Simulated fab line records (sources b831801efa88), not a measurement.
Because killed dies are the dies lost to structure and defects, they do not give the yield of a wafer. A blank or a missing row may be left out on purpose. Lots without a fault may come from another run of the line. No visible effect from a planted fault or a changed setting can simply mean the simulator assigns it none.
fab line records	flow gf180mcu
record: lots: 5	wafers: 23
route steps=602 shown STI@4 NWELL@46 LVPWELL@62 MVSD@69 MVPSD@80 DUAL_GATE@147
start-h: the number of hours between the record's first day and the start of the first shown wafer of the lot	wait-h: time in hours since the lot's previous step	" identical to the entry in the row above	L1.1+2: a row that stands for several wafers	- value missing, or start not given	* or withheld: withheld	< > ~ a bound
route shown NAME@n: a module of which the file shows steps, and the number in the route of the first	usual: mean/standard deviation of fault-free wafers	same: alike in all rows	chamber/n: place in a boat	sites: per-site readings	_std_site: their standard deviation	_edge_site: mean of outer sites minus mean of inner sites	radius-mm: for every site, how far away it sits from the centre of the wafer	mask NAME#n: copy n	behind: the last tool/chamber to shape the wafer	hold: the reason the lot was held/the length of the hold in hours/how it ended	device: names the non-switching transistor (n, p or np)	end of line: at the end of the route, the tests of the same wafers	for a step that has no rows: nothing shown but its recipe	killed: dies lost to structure and defects at the first sort, not the wafer's yield	map: a wafer's dies, x killed, . not, _ none there
set.NAME: the setting that was run; set.NAME@STEP: the one run at that earlier step	model.NAME: the simulator's own value behind a step, which no gauge read
lots run with intentionally changed settings; tables by step, rows by wafer
== steps ==
step: GF_STI_CVD_03
recipe: material: Si3N4	precursor: DCS/NH3	target-thk-nm: 207.16	temp-c: 770	time-s: 3551	pressure-mtorr: 250
lot.wafer	tool	chamber	start-h	wait-h	set.time-s	model.Si3N4_of_STI_CVD_03.thk-nm
L074.3	lpcvd-01	0	11.57	0.0	3551	204.7
L074.4	"	0	"	"	3551	205.5
L074.5	"	0	"	"	3551	203.1
L079.1	-	-	-	0.1	3233	187.6
L079.3	"	-	"	"	3233	185.5
L079.4	"	-	"	"	3233	186.4
L079.5	"	-	"	"	3233	187.2
L079.6	"	-	"	"	3233	187.5
L080.1	-	-	-	0.1	4062	234.2
L080.2	"	-	"	"	4062	236
L080.3	"	-	"	"	4062	236.2
L080.5	"	-	"	"	4062	234.1
L080.6	"	-	"	"	4062	233.9
L081.1	-	-	-	0.1	3797	216
L081.3	"	-	"	"	3797	217.5
L081.4	"	-	"	"	3797	215.9
L081.5	"	-	"	"	3797	217.1
L081.6	"	-	"	"	3797	217.8
L082.2	-	-	-	0.0	3795	219.8
L082.3	"	-	"	"	3795	221.7
L082.4	"	-	"	"	3795	221.2
L082.5	"	-	"	"	3795	219
L082.6	"	-	"	"	3795	220
step: GF_STI_THK_MEAS_04
recipe: reads: Si3N4_of_STI_CVD_03
usual: STI_CVD_03_THK: 206.3/2.4
lot.wafer	tool	chamber	start-h	wait-h	set.time-s@STI_CVD_03	STI_CVD_03_THK[nm]
L074.3	film-metro-04	-	13.58	0.0	3551	204.6
L074.4	"	-	"	"	3551	205.5
L074.5	"	-	"	"	3551	203.1
L079.1	film-metro-02	-	-	-	3233	187.8
L079.3	"	-	"	"	3233	185.5
L079.4	"	-	"	"	3233	186.4
L079.5	"	-	"	"	3233	187.3
L079.6	"	-	"	"	3233	187.5
L080.1	film-metro-03	-	-	-	4062	234.1
L080.2	"	-	"	"	4062	235.9
L080.3	"	-	"	"	4062	236.0
L080.5	"	-	"	"	4062	234.3
L080.6	"	-	"	"	4062	233.9
L081.1	film-metro-04	-	-	-	3797	216.1
L081.3	"	-	"	"	3797	217.6
L081.4	"	-	"	"	3797	215.8
L081.5	"	-	"	"	3797	217.0
L081.6	"	-	"	"	3797	217.9
L082.2	film-metro-02	-	-	-	3795	219.8
L082.3	"	-	"	"	3795	221.7
L082.4	"	-	"	"	3795	221.1
L082.5	"	-	"	"	3795	218.8
L082.6	"	-	"	"	3795	219.8
step: GF_STI_ETCH_13
recipe: chemistry: CHF3/O2	stop-on: Si	over-etch-frac: 0.3	target-depth-a: 2823.1	source-w: 600	bias-w: 200	pressure-mtorr: 40	chf3-flow-sccm: 50	O2_flow_sccm: 5	time-s: 112.9
usual: oes-product-au: 0.830/0.0073
lot.wafer	tool	chamber	start-h	wait-h	set.over-etch-frac	set.time-s@STI_CVD_03	oes-product-au	model.KrF_of_STI_COAT_07.thk-nm	model.etch.depth-nm
L074.3	rie-diel-04	0	25.09	0.1	0.3	3551	0.818	438.8	204.7
L074.4	"	2	"	"	0.3	3551	0.824	440.5	205.5
L074.5	"	1	"	"	0.3	3551	0.824	438.8	203.1
L079.1	rie-diel-04	1	50.89	0.1	0.3775	3233	0.764	420.8	-
L079.3	"	0	"	"	0.3775	3233	0.760	425.3	185.5
L079.4	"	2	"	"	0.3775	3233	0.767	422.2	-
L079.5	"	0	"	"	0.3	3233	0.785	438.5	-
L079.6	"	1	"	"	0.3	3233	0.798	435.5	187.5
L080.1	rie-diel-04	1	57.10	0.1	0.3	4062	0.886	438.1	-
L080.2	"	3	"	"	0.3412	4062	0.880	428.8	-
L080.3	"	0	"	"	0.3412	4062	0.881	435.3	-
L080.5	"	2	"	"	0.3	4062	0.888	436.3	-
L080.6	"	1	"	"	0.3	4062	0.897	438.1	-
L081.1	rie-diel-01	3	61.50	0.1	0.3	3797	0.852	443.5	-
L081.3	"	1	"	"	0.3	3797	0.862	439.2	-
L081.4	"	2	"	"	0.2478	3797	0.872	447.3	215.9
L081.5	"	1	"	"	0.2478	3797	0.870	451.8	217.1
L081.6	"	2	"	"	0.2478	3797	0.867	447.5	-
L082.2	rie-diel-04	1	66.64	0.1	0.3289	3795	0.842	433.5	-
L082.3	"	2	"	"	0.3	3795	0.860	440.7	-
L082.4	"	0	"	"	0.3289	3795	0.851	439.6	-
L082.5	"	1	"	"	0.3289	3795	0.847	439	-
L082.6	"	0	"	"	0.3	3795	0.857	443.7	-
step: GF_STI_ETCH_14
recipe: target: Si	chemistry: HBr/Cl2/O2	target-depth-nm: 360	icp-w: 600	bias-w: 150	pressure-mtorr: 15	HBr_flow_sccm: 150	Cl2_flow_sccm: 40	O2_flow_sccm: 6	time-s: 102.9
lot.wafer	tool	chamber	start-h	wait-h	set.over-etch-frac@STI_ETCH_13	model.KrF_of_STI_COAT_07.thk-nm
L074.3	rie-si-02	3	25.17	0.0	0.3	317.9
L074.4	"	2	"	"	0.3	319.1
L074.5	"	0	"	"	0.3	315.8
L079.1+3	rie-si-02	3,0	50.97	0.0	0.3775	300.5
L079.4	"	3	"	"	0.3775	300.2
L079.5	"	3	"	"	0.3	316.1
L079.6	"	0	"	"	0.3	310
L080.1	rie-si-02	3	57.18	0.0	0.3	317.3
L080.2	"	2	"	"	0.3412	308.8
L080.3	"	0	"	"	0.3412	313.5
L080.5	"	1	"	"	0.3	315.9
L080.6	"	2	"	"	0.3	317
L081.1	rie-si-02	0	61.58	0.0	0.3	320.8
L081.3	"	3	"	"	0.3	319.1
L081.4	"	2	"	"	0.2478	325.7
L081.5	"	3	"	"	0.2478	330.4
L081.6	"	0	"	"	0.2478	324.2
L082.2	rie-si-01	0	66.71	0.0	0.3289	316.1
L082.3	"	3	"	"	0.3	319.6
L082.4	"	1	"	"	0.3289	320.3
L082.5	"	0	"	"	0.3289	320.6
L082.6	"	3	"	"	0.3	322.5
step: GF_STI_CVD_23
recipe: material: SiO2	target-thk-nm: 650	sigma-open-frac: 0.3	time-s: 108.3	temp-c: 600	sih4-flow-sccm: 60	pressure-mtorr: 6
lot.wafer	tool	chamber	start-h	wait-h	set.sih4-flow-sccm	model.SiO2_of_STI_CVD_23.thk-nm
L074.3	hdpcvd-02	1	27.22	0.0	60	655.3
L074.4	"	1	"	"	60	661.3
L074.5	"	2	"	"	60	655.6
L079.1	hdpcvd-02	0	52.72	0.1	67.6	738
L079.3	"	1	"	"	60	647.5
L079.4	"	1	"	"	67.6	732.1
L079.5	"	2	"	"	60	654
L079.6	"	0	"	"	60	652.8
L080.1	hdpcvd-02	2	59.86	0.1	64.31	699.1
L080.2	"	1	"	"	60	647.4
L080.3	"	0	"	"	64.31	703.5
L080.5	"	2	"	"	60	649.8
L080.6	"	1	"	"	60	649.6
L081.1	hdpcvd-01	0	64.09	0.1	60	652
L081.3	"	2	"	"	60	655.9
L081.4	"	1	"	"	60	654.9
L081.5	"	2	"	"	60	646.3
L081.6	"	0	"	"	60	651.4
L082.2	hdpcvd-02	2	68.43	0.0	60	648.6
L082.3	"	0	"	"	62.38	678.5
L082.4	"	2	"	"	60	651.8
L082.5	"	0	"	"	62.38	691.1
L082.6	"	1	"	"	62.38	686
step: GF_STI_THK_MEAS_24
recipe: reads: SiO2_of_STI_CVD_23
usual: STI_CVD_23_THK: 653/5.6
lot.wafer	tool	chamber	start-h	wait-h	set.sih4-flow-sccm@STI_CVD_23	STI_CVD_23_THK[nm]
L074.3	film-metro-03	-	27.31	0.1	60	655
L074.4	"	-	"	"	60	661
L074.5	"	-	"	"	60	655
L079.1	film-metro-04	-	52.80	0.0	67.6	738
L079.3	"	-	"	"	60	648
L079.4	"	-	"	"	67.6	731
L079.5	"	-	"	"	60	654
L079.6	"	-	"	"	60	653
L080.1	film-metro-04	-	59.93	0.0	64.31	699
L080.2	"	-	"	"	60	647
L080.3	"	-	"	"	64.31	703
L080.5	"	-	"	"	60	650
L080.6	"	-	"	"	60	650
L081.1	film-metro-04	-	64.17	0.0	60	652
L081.3	"	-	"	"	60	656
L081.4	"	-	"	"	60	655
L081.5	"	-	"	"	60	646
L081.6	"	-	"	"	60	652
L082.2	film-metro-03	-	68.51	0.0	60	649
L082.3	"	-	"	"	62.38	679
L082.4	"	-	"	"	60	652
L082.5	"	-	"	"	62.38	692
L082.6	"	-	"	"	62.38	686
step: GF_NWELL_EXPOSE_04
recipe: mask-id: Nwell	target-cd-nm: 860	na: 0.6	source-shape: conventional	sigma-outer: 0.6	dose-mj: 260
lot.wafer	tool	chamber	start-h	wait-h	mask	set.dose-mj
L074.3+4+5	iline-stepper-02	0	-	-	Nwell#0	260
L079.1+3+5	iline-stepper-02	0	-	-	Nwell#0	277.1
L079.4+6	"	0	"	"	Nwell#0	260
L080.1+2+3	iline-stepper-02	0	-	-	Nwell#0	273.8
L080.5+6	"	0	"	"	Nwell#0	260
L081.1+3+4+5+6	iline-stepper-01	0	-	-	Nwell#0	260
L082.2+3	iline-stepper-01	0	-	-	Nwell#0	260
L082.4+5+6	"	0	"	"	Nwell#0	274.6
step: GF_NWELL_PEB_05
recipe: temp-c: 115	time-s: withheld
step: GF_NWELL_DEVELOP_06
recipe: wall-angle-deg: 90	develop-time-s: 62.53	dev-temp-c: 23
lot.wafer	tool	chamber	start-h	wait-h	set.dose-mj@NWELL_EXPOSE_04	model.NWELL.cd-nm
L074.3	litho-track-01	0	-	-	260	859.5
L074.4	"	0	"	"	260	858.2
L074.5	"	0	"	"	260	857.6
L079.1	litho-track-02	0	-	-	277.1	872.4
L079.3	"	0	"	"	277.1	872.3
L079.4	"	0	"	"	260	857.1
L079.5	"	0	"	"	277.1	873
L079.6	"	0	"	"	260	855
L080.1	litho-track-03	0	-	-	273.8	868.1
L080.2	"	0	"	"	273.8	870
L080.3	"	0	"	"	273.8	871
L080.5	"	0	"	"	260	854.3
L080.6	"	0	"	"	260	855
L081.1+3	litho-track-02	0	-	-	260	863.1
L081.4	"	0	"	"	260	863.5
L081.5	"	0	"	"	260	862.4
L081.6	"	0	"	"	260	861.9
L082.2	litho-track-03	0	-	-	260	857.1
L082.3	"	0	"	"	260	857.4
L082.4	"	0	"	"	274.6	873.2
L082.5	"	0	"	"	274.6	874
L082.6	"	0	"	"	274.6	871.7
step: GF_NWELL_IMPLANT_08
recipe: species: P	energy-kev: 450	dose-cm2: 1.5e+13	tilt-deg: 0
lot.wafer	tool	chamber	start-h	wait-h	set.dose-cm2
L074.3+4+5	implanter-03	0	55.22	0.1	1.5e+13
L079.1+3	implanter-03	0	82.02	0.0	1.257e+13
L079.4+5+6	"	0	"	"	1.5e+13
L080.1+3+6	implanter-03	0	90.30	0.0	1.241e+13
L080.2+5	"	0	"	"	1.5e+13
L081.1+3+4+5+6	implanter-03	0	94.42	0.0	1.5e+13
L082.2+3+6	implanter-02	0	97.60	0.0	1.5e+13
L082.4+5	"	0	"	"	1.341e+13
step: GF_NWELL_IMPLANT_09
recipe: species: P	energy-kev: 160	dose-cm2: 4e+12	tilt-deg: 0
step: GF_NWELL_STRIP_10
recipe: chemistry: O2/N2	power-w: 1400	pressure-mtorr: 1500	platen-temp-c: 250	o2-flow-sccm: 3000	n2-flow-sccm: 300	overash-fraction: 0.5
step: GF_NWELL_TW_MEAS_11
usual: NWELL_TW: 1575/11
lot.wafer	tool	chamber	start-h	wait-h	set.dose-cm2@NWELL_IMPLANT_08	NWELL_TW
L074.3	film-metro-02	-	55.59	0.1	1.5e+13	1566
L074.4	"	-	"	"	1.5e+13	1574
L074.5	"	-	"	"	1.5e+13	1565
L079.1	film-metro-03	-	82.42	0.1	1.257e+13	1497
L079.3	"	-	"	"	1.257e+13	1493
L079.4	"	-	"	"	1.5e+13	1570
L079.5	"	-	"	"	1.5e+13	1570
L079.6	"	-	"	"	1.5e+13	1572
L080.1	film-metro-01	-	90.70	0.1	1.241e+13	1501
L080.2	"	-	"	"	1.5e+13	1585
L080.3	"	-	"	"	1.241e+13	1504
L080.5	"	-	"	"	1.5e+13	1585
L080.6	"	-	"	"	1.241e+13	1501
L081.1	film-metro-03	-	94.82	0.1	1.5e+13	1571
L081.3	"	-	"	"	1.5e+13	1570
L081.4	"	-	"	"	1.5e+13	1569
L081.5	"	-	"	"	1.5e+13	1570
L081.6	"	-	"	"	1.5e+13	1558
L082.2	film-metro-01	-	97.98	0.1	1.5e+13	1599
L082.3	"	-	"	"	1.5e+13	1593
L082.4	"	-	"	"	1.341e+13	1546
L082.5	"	-	"	"	1.341e+13	1544
L082.6	"	-	"	"	1.5e+13	1598
step: GF_LVPWELL_IMPLANT_08
recipe: species: B	energy-kev: 170	dose-cm2: 1.5e+13	tilt-deg: 0
lot.wafer	tool	chamber	start-h	wait-h	set.energy-kev	model.implant.rp-nm	model.implant.drp-nm
L074.3+4+5	implanter-02	0	68.97	0.1	170	487.5	102.4
L079.1+5+6	implanter-04	0	96.04	0.0	156.2	448.9	99.18
L079.3+4	"	0	"	"	170	478.6	102.4
L080.1+5+6	implanter-02	0	104.76	0.0	170	486.5	102.4
L080.2+3	"	0	"	"	182.9	514.6	104.6
L081.1+3+4	implanter-04	0	108.56	0.0	185	521.9	105.1
L081.5+6	"	0	"	"	170	489.2	102.4
L082.2+3+4+5+6	implanter-04	0	111.21	0.0	170	489.4	102.4
step: GF_MVSD_SOFTBAKE_03
recipe: temp-c: 110	time-s: withheld
lot.wafer	tool	chamber	start-h	wait-h	set.temp-c
L074.3+4+5	litho-track-02	0	76.20	0.1	110
L079.1+6	litho-track-03	0	103.36	0.1	110
L079.3+4+5	"	0	"	"	107.5
L080.1+2+3+5+6	litho-track-02	0	111.13	0.1	110
L081.1+3+4+5+6	litho-track-04	0	115.77	0.1	110
L082.2+4+6	litho-track-02	0	119.01	0.1	106.5
L082.3+5	"	0	"	"	110
step: GF_MVSD_EXPOSE_04
recipe: mask-id: MVSD	target-cd-nm: 1000	na: 0.6	source-shape: conventional	sigma-outer: 0.6	dose-mj: 260
step: GF_MVSD_PEB_05
recipe: temp-c: 115	time-s: withheld
step: GF_MVSD_IMPLANT_08
recipe: species: P	energy-kev: 406.8	dose-cm2: 1.6e+13	tilt-deg: 0
step: GF_MVSD_IMPLANT_09
recipe: species: P	energy-kev: 100	dose-cm2: 5e+12	tilt-deg: 0
step: GF_MVSD_STRIP_10
recipe: chemistry: O2/N2	power-w: 1400	pressure-mtorr: 1500	platen-temp-c: 250	o2-flow-sccm: 3000	n2-flow-sccm: 300	overash-fraction: 0.5
usual: strip-time-to-endpoint-s: 36.96/0.08
lot.wafer	tool	chamber	start-h	wait-h	set.temp-c@MVSD_SOFTBAKE_03	strip-time-to-endpoint-s
L074.3	plasma-asher-04	1	82.84	0.1	110	36.87
L074.4	"	0	"	"	110	36.86
L074.5	"	1	"	"	110	36.90
L079.1	plasma-asher-01	0	110.54	0.1	110	36.89
L079.3	"	0	"	"	107.5	37.06
L079.4	"	1	"	"	107.5	37.14
L079.5	"	1	"	"	107.5	37.25
L079.6	"	0	"	"	110	36.89
L080.1	plasma-asher-04	1	118.87	0.1	110	36.95
L080.2	"	0	"	"	110	36.99
L080.3	"	1	"	"	110	36.90
L080.5	"	0	"	"	110	36.89
L080.6	"	1	"	"	110	36.93
L081.1	plasma-asher-03	1	124.05	0.1	110	37.08
L081.3	"	0	"	"	110	37.03
L081.4	"	1	"	"	110	37.17
L081.5	"	0	"	"	110	37.01
L081.6	"	1	"	"	110	36.95
L082.2	plasma-asher-04	0	126.77	0.1	106.5	37.32
L082.3	"	0	"	"	110	36.96
L082.4	"	1	"	"	106.5	37.29
L082.5	"	0	"	"	110	37.00
L082.6	"	1	"	"	106.5	37.41
step: GF_MVPSD_COAT_02
recipe: spin-rpm: 2000	resist-thk-nm: 3000
lot.wafer	tool	chamber	start-h	wait-h	set.resist-thk-nm	model.coat_of_MVPSD_COAT_02.thk-nm
L074.3	litho-track-01	0	89.33	0.1	3000	3001
L074.4	"	0	"	"	3000	3004
L074.5	"	0	"	"	3000	2998
L079.1	litho-track-01	0	117.43	0.1	3174	3177
L079.3	"	0	"	"	3000	3007
L079.4	"	0	"	"	3174	3183
L079.5	"	0	"	"	3000	3000
L079.6	"	0	"	"	3000	3001
L080.1	litho-track-04	0	125.62	0.1	2895	2900
L080.2	"	0	"	"	2895	2898
L080.3	"	0	"	"	3000	2998
L080.5	"	0	"	"	3000	3009
L080.6	"	0	"	"	3000	3006
L081.1	litho-track-04	0	130.92	0.1	3000	2995
L081.3	"	0	"	"	2852	2844
L081.4	"	0	"	"	2852	2845
L081.5	"	0	"	"	3000	3003
L081.6	"	0	"	"	2852	2854
L082.2	litho-track-04	0	134.55	0.1	3066	3060
L082.3	"	0	"	"	3000	3002
L082.4	"	0	"	"	3000	3004
L082.5	"	0	"	"	3000	3005
L082.6	"	0	"	"	3066	3062
step: GF_MVPSD_IMPLANT_09
recipe: species: B	energy-kev: 40	dose-cm2: 5e+12	tilt-deg: 0
lot.wafer	tool	chamber	start-h	wait-h	set.energy-kev	model.implant.rp-nm	model.implant.drp-nm
L074.3+4+5	implanter-01	0	96.71	0.1	40	129.6	51.21
L079.1+5	implanter-03	0	125.25	0.1	40	128.2	51.21
L079.3+4+6	"	0	"	"	41.14	131.7	52.08
L080.1+2+3	implanter-03	0	133.46	0.1	40	130.8	51.21
L080.5+6	"	0	"	"	39.07	127.9	50.5
L081.1+4	implanter-03	0	138.62	0.1	38.25	126.7	49.88
L081.3+5+6	"	0	"	"	40	132.3	51.21
L082.2+3+5	implanter-04	0	142.59	0.1	40	126.9	51.21
L082.4+6	"	0	"	"	38.61	122.7	50.15
step: GF_MVPSD_STRIP_10
recipe: chemistry: O2/N2	power-w: 1400	pressure-mtorr: 1500	platen-temp-c: 250	o2-flow-sccm: 3000	n2-flow-sccm: 300	overash-fraction: 0.5
usual: strip-time-to-endpoint-s: 36.96/0.1
lot.wafer	tool	chamber	start-h	wait-h	set.resist-thk-nm@MVPSD_COAT_02	strip-time-to-endpoint-s
L074.3	plasma-asher-02	0	96.84	0.1	3000	36.96
L074.4	"	1	"	"	3000	37.01
L074.5	"	1	"	"	3000	36.92
L079.1	plasma-asher-01	1	125.40	0.1	3174	38.95
L079.3	"	0	"	"	3000	37.04
L079.4	"	1	"	"	3174	39.03
L079.5	"	0	"	"	3000	36.96
L079.6	"	1	"	"	3000	36.95
L080.1	plasma-asher-01	1	133.61	0.1	2895	35.79
L080.2	"	0	"	"	2895	35.77
L080.3	"	1	"	"	3000	36.95
L080.5	"	1	"	"	3000	37.07
L080.6	"	0	"	"	3000	37.03
L081.1	plasma-asher-01	0	138.77	0.1	3000	36.88
L081.3	"	1	"	"	2852	35.19
L081.4	"	0	"	"	2852	35.19
L081.5	"	1	"	"	3000	36.98
L081.6	"	0	"	"	2852	35.26
L082.2	plasma-asher-01	0	142.72	0.1	3066	37.61
L082.3	"	1	"	"	3000	36.97
L082.4	"	0	"	"	3000	37.00
L082.5	"	1	"	"	3000	37.03
L082.6	"	0	"	"	3066	37.65
step: GF_DUAL_GATE_COAT_06
recipe: resist: NOVOLAK	spin-rpm: 3000	resist-thk-nm: 1000
lot.wafer	tool	chamber	start-h	wait-h	set.resist-thk-nm	model.NOVOLAK_of_DUAL_GATE_COAT_06.thk-nm
L074.3	litho-track-02	0	165.58	0.1	1000	1002
L074.4	"	0	"	"	1000	999.9
L074.5	"	0	"	"	1000	999.1
L079.1	litho-track-01	0	199.33	0.1	1000	1000
L079.3	"	0	"	"	1000	998.9
L079.4	"	0	"	"	1000	997
L079.5	"	0	"	"	1000	998.5
L079.6	"	0	"	"	1000	1001
L080.1	litho-track-01	0	209.28	0.1	1000	996.2
L080.2	"	0	"	"	977.2	976.2
L080.3	"	0	"	"	977.2	976.6
L080.5	"	0	"	"	1000	998.8
L080.6	"	0	"	"	977.2	979.1
L081.1	litho-track-01	0	214.93	0.1	1000	1007
L081.3	"	0	"	"	1024	1027
L081.4	"	0	"	"	1024	1028
L081.5	"	0	"	"	1024	1025
L081.6	"	0	"	"	1000	1003
L082.2	litho-track-04	0	220.34	0.1	947.8	947.2
L082.3	"	0	"	"	947.8	948.2
L082.4	"	0	"	"	1000	996.9
L082.5	"	0	"	"	1000	998.3
L082.6	"	0	"	"	1000	1001
step: GF_DUAL_GATE_SOFTBAKE_07
recipe: temp-c: 90	time-s: 60	resist: NOVOLAK
step: GF_DUAL_GATE_EXPOSE_08
recipe: mask-id: Dualgate	target-cd-nm: 700	na: 0.6	source-shape: conventional	sigma-outer: 0.6	dose-mj: 140
step: GF_DUAL_GATE_WET_ETCH_12
recipe: chemistry: dHF	target-depth-nm: 13	dry: n2-spin	target: SiO2	temp-c: 25	dilution: 100:1	time-s: 260
step: GF_DUAL_GATE_STRIP_13
recipe: chemistry: O2/N2	power-w: 1400	pressure-mtorr: 1500	platen-temp-c: 250	o2-flow-sccm: 3000	n2-flow-sccm: 300	overash-fraction: 0.5
usual: strip-time-to-endpoint-s: 12.63/0.045
lot.wafer	tool	chamber	start-h	wait-h	set.resist-thk-nm@DUAL_GATE_COAT_06	strip-time-to-endpoint-s
L074.3	plasma-asher-04	0	173.66	0.0	1000	12.65
L074.4	"	1	"	"	1000	12.62
L074.5	"	0	"	"	1000	12.62
L079.1	plasma-asher-02	0	-	-	1000	12.62
L079.3	"	0	"	"	1000	12.62
L079.4	"	1	"	"	1000	12.59
L079.5	"	1	"	"	1000	12.60
L079.6	"	0	"	"	1000	12.65
L080.1	plasma-asher-01	1	-	-	1000	12.58
L080.2	"	0	"	"	977.2	12.37
L080.3	"	0	"	"	977.2	12.36
L080.5	"	0	"	"	1000	12.61
L080.6	"	1	"	"	977.2	12.38
L081.1	plasma-asher-02	1	-	-	1000	12.69
L081.3	"	1	"	"	1024	12.86
L081.4	"	0	"	"	1024	12.89
L081.5	"	0	"	"	1024	12.84
L081.6	"	1	"	"	1000	12.64
L082.2	plasma-asher-01	1	-	-	947.8	12.01
L082.3	"	1	"	"	947.8	12.03
L082.4	"	0	"	"	1000	12.60
L082.5	"	1	"	"	1000	12.60
L082.6	"	0	"	"	1000	12.64
== key ==
split: step: GF_STI_CVD_03	setting: time-s	stated: 3551	by: lot
response: step: GF_STI_CVD_03	reading: model.Si3N4_of_STI_CVD_03.thk-nm	change: +2.05	per: 1%	r: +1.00
response: step: GF_STI_THK_MEAS_04	reading: STI_CVD_03_THK	change: +2.05	per: 1%	r: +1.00
response: step: GF_STI_ETCH_13	reading: oes-product-au	change: +0.00487	per: 1%	r: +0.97
response: step: GF_STI_ETCH_13	reading: model.etch.depth-nm	change: +1.9	per: 1%	r: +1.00
split: step: GF_STI_ETCH_13	setting: over-etch-frac	stated: 0.3	by: wafer
response: step: GF_STI_ETCH_13	reading: model.KrF_of_STI_COAT_07.thk-nm	change: -0.495	per: 1%	r: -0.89
response: step: GF_STI_ETCH_14	reading: model.KrF_of_STI_COAT_07.thk-nm	change: -0.433	per: 1%	r: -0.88
split: step: GF_STI_CVD_23	setting: sih4-flow-sccm	stated: 60	by: wafer
response: step: GF_STI_CVD_23	reading: model.SiO2_of_STI_CVD_23.thk-nm	change: +6.91	per: 1%	r: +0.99
response: step: GF_STI_THK_MEAS_24	reading: STI_CVD_23_THK	change: +6.86	per: 1%	r: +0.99
split: step: GF_NWELL_EXPOSE_04	setting: dose-mj	stated: 260	by: wafer
response: step: GF_NWELL_DEVELOP_06	reading: model.NWELL.cd-nm	change: +2.69	per: 1%	r: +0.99
split: step: GF_NWELL_IMPLANT_08	setting: dose-cm2	stated: 1.5e+13	by: wafer
response: step: GF_NWELL_TW_MEAS_11	reading: NWELL_TW	change: +4.77	per: 1%	r: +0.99
split: step: GF_LVPWELL_IMPLANT_08	setting: energy-kev	stated: 170	by: wafer
response: step: GF_LVPWELL_IMPLANT_08	reading: model.implant.rp-nm	change: +3.69	per: 1%	r: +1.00
response: step: GF_LVPWELL_IMPLANT_08	reading: model.implant.drp-nm	change: +0.333	per: 1%	r: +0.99
split: step: GF_MVSD_SOFTBAKE_03	setting: temp-c	stated: 110	by: wafer
response: step: GF_MVSD_STRIP_10	reading: strip-time-to-endpoint-s	change: *	per: 1%	r: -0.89
split: step: GF_MVPSD_COAT_02	setting: resist-thk-nm	stated: 3000	by: wafer
response: step: GF_MVPSD_COAT_02	reading: model.coat_of_MVPSD_COAT_02.thk-nm	change: +30.2	per: 1%	r: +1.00
response: step: GF_MVPSD_STRIP_10	reading: strip-time-to-endpoint-s	change: *	per: 1%	r: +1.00
split: step: GF_MVPSD_IMPLANT_09	setting: energy-kev	stated: 40	by: wafer
response: step: GF_MVPSD_IMPLANT_09	reading: model.implant.rp-nm	change: +1.24	per: 1%	r: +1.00
response: step: GF_MVPSD_IMPLANT_09	reading: model.implant.drp-nm	change: +0.304	per: 1%	r: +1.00
split: step: GF_DUAL_GATE_COAT_06	setting: resist-thk-nm	stated: 1000	by: wafer
response: step: GF_DUAL_GATE_COAT_06	reading: model.NOVOLAK_of_DUAL_GATE_COAT_06.thk-nm	change: +9.55	per: 1%	r: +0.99
response: step: GF_DUAL_GATE_STRIP_13	reading: strip-time-to-endpoint-s	change: *	per: 1%	r: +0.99
